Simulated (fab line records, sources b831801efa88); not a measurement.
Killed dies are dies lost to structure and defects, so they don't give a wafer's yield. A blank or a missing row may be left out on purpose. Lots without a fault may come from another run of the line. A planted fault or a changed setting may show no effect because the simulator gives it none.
Problem report in the 8D (eight disciplines) form, filled by code | flow sky130 | the parts of the form that need people (team, actions taken, sign-off) are left out

1. THE PROBLEM
cd_nm at SKY_VT_ADJUST_HVTP_CD_MEAS_07 reads a mean of 392.6 nm on 6 wafers of 2 lots; wafers without a fault read 380.5 nm with a standard deviation of 2.4. That is +5.0 standard deviations from the usual mean.
The step: target cd 380 nm.
First seen on wafer L145.2, day 8 02:33, on cd_sem-02. The record holds 39 wafers of 13 lots with a number at this step. Rule for "out", or "out of limits": more than 4 standard deviations from the usual mean. The other wafers with a number count as sound.

2. WHAT IT IS AND WHAT IT IS NOT
question                    | is                     | is not
which readings at this step | cd_nm                  | -
which lots                  | L145, L146             | L140, L141, L142, L143, L144, L154, L155, L157, L158, L159, L161
which wafers of those lots  | all that have a number | -
read on which gauges        | cd_sem-02              | cd_sem-01
when                        | from day 8 02:33       | up to then (15 sound wafers); but 18 sound wafers of L154, L155, L157, L158, L159, L161 came after

3. SUSPECTS, AND WHAT RULES EACH OUT
Counting: a tool at a process step up to the reading stays a suspect if it ran every lot that is out and no sound lot after the first of them.
- the gauge at SKY_VT_ADJUST_HVTP_CD_MEAS_07: kept. All the wafers that are out were read on cd_sem-02, and no step on other tools shows them out.
- litho_track-03 at SKY_VT_ADJUST_HVTP_DEVELOP_06 (develop time 60 s): ruled out as a lasting fault. Sound lots L157, L159, L158 ran on it after its first lot that is out, L145 (day 8 02:24).
Left after counting: cd_sem-02 at SKY_VT_ADJUST_HVTP_CD_MEAS_07.

4. THE CAUSE (what the simulator had put in)
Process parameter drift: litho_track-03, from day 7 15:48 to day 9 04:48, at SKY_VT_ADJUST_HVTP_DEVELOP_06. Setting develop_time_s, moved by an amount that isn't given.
Counting ruled it out, wrongly: the rule takes a fault to strike every lot that its tool runs from its start on, and this one did not.

5. THE CHAIN OF EFFECTS, in route order
Each row: a reading whose mean over the struck wafers that have a number lies more than 3 standard deviations from the usual. Only readings for which the record gives a usual standard deviation are gone through. hours: the time from each lot's start at the first step in this table that gives one to its start at this step, as a median over the lots. sigmas: the change in usual standard deviations.
hours | step                          | reading | usual    | on struck wafers | change | sigmas
0     | SKY_VT_ADJUST_HVTP_CD_MEAS_07 | cd_nm   | 380.5 nm | 392.6            | +12.1  | +5.0
Later measuring or inspecting steps at which every struck wafer that the step has a row for has a number for every such reading, and none has moved that far: SKY_VT_ADJUST_NCORE_TW_MEAS_11, SKY_VT_ADJUST_HVTR_TW_MEAS_11.

6. WHAT WOULD HAVE CAUGHT IT SOONER
In this record the first reading out of limits at a measuring or inspecting step was taken at day 8 02:33, 11 hours after the fault began at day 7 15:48.
